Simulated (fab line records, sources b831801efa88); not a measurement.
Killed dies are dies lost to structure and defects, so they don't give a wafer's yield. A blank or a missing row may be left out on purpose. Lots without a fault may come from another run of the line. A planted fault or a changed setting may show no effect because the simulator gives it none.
Problem report in the 8D (eight disciplines) form, filled by code | flow gf180mcu | the parts of the form that need people (team, actions taken, sign-off) are left out

1. THE PROBLEM
M1_ALCU_RS at GF_M1_RS_MEAS_05 reads a mean of 0.0479 ohm/sq on 2 wafers of 2 lots; wafers without a fault read 0.0689 ohm/sq with a standard deviation of 0.00063. That is -33 standard deviations from the usual mean.
The step: measures by four-point-probe.
First seen on wafer L218.4, day 19 06:49, on film_metro-04. The record holds 41 wafers of 14 lots with a number at this step. Rule for "out", or "out of limits": more than 4 standard deviations from the usual mean. The other wafers with a number count as sound.

2. WHAT IT IS AND WHAT IT IS NOT
question                    | is                           | is not
which readings at this step | M1_ALCU_RS                   | -
which lots                  | L218, L221                   | L209, L210, L211, L223, L224, L225, L226, L227, L228, L229, L230, L231
which wafers of those lots  | L218.4, L221.1               | L218.6, L221.5, L221.6
read on which gauges        | film_metro-02, film_metro-04 | film_metro-03
when                        | from day 19 06:49            | up to then (10 sound wafers); but 29 sound wafers of L221, L223, L224, L225, L226, L227, L228, L229, L230, L231 came after

3. SUSPECTS, AND WHAT RULES EACH OUT
Counting: a tool at a process step up to the reading stays a suspect if it ran every lot that is out. Sound lots after the first of them don't rule it out here, since some wafers of a struck lot are sound.
- the gauge at GF_M1_RS_MEAS_05: ruled out. The wafers that are out were read on 2 gauges (film_metro-02, film_metro-04).
- pvd_sputter-04 at GF_M1_SPUTTER_01 (material TiN, target thk 30 nm, time 25 s): kept. It ran every lot that is out, first L218 (day 19 06:38); its last sound lot up to then is L210 (day 16 07:51).
- pvd_sputter-04 at GF_M1_SPUTTER_02 (material AlCu, target thk 450 nm, time 23.9 s): kept. It ran every lot that is out, first L218 (day 19 06:40); its last sound lot up to then is L210 (day 16 07:53).
Left after counting: pvd_sputter-04 at GF_M1_SPUTTER_01, pvd_sputter-04 at GF_M1_SPUTTER_02.

4. THE CAUSE (what the simulator had put in)
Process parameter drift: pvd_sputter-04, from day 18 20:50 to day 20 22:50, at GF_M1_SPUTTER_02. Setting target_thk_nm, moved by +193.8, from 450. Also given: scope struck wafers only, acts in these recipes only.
Counting left 2 suspects, and this tool is among them.

5. THE CHAIN OF EFFECTS, in route order
Each row: a reading whose mean over the struck wafers that have a number lies more than 3 standard deviations from the usual. Only readings for which the record gives a usual standard deviation are gone through. hours: the time from each lot's start at the first step in this table that gives one to its start at this step, as a median over the lots. sigmas: the change in usual standard deviations.
hours | step              | reading     | usual         | on struck wafers | change  | sigmas
0     | GF_M1_RS_MEAS_05  | M1_ALCU_RS  | 0.0689 ohm/sq | 0.0479           | -0.0210 | -33
0     | GF_M1_THK_MEAS_06 | M1_ALCU_THK | 461 nm        | 666              | +204    | +32

6. WHAT WOULD HAVE CAUGHT IT SOONER
In this record the first reading out of limits at a measuring or inspecting step was taken at day 19 06:49, 10 hours after the fault began at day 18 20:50.
Of the tool readings at GF_M1_SPUTTER_02 for which the record gives a usual standard deviation, none was out on any struck wafer, so an alarm limit of 4 standard deviations on them would not have fired.
Of the lots that are out (2), L221 began GF_M1_SPUTTER_02 on pvd_sputter-04 after day 19 06:49. A hold on the tool at that time would have spared it.
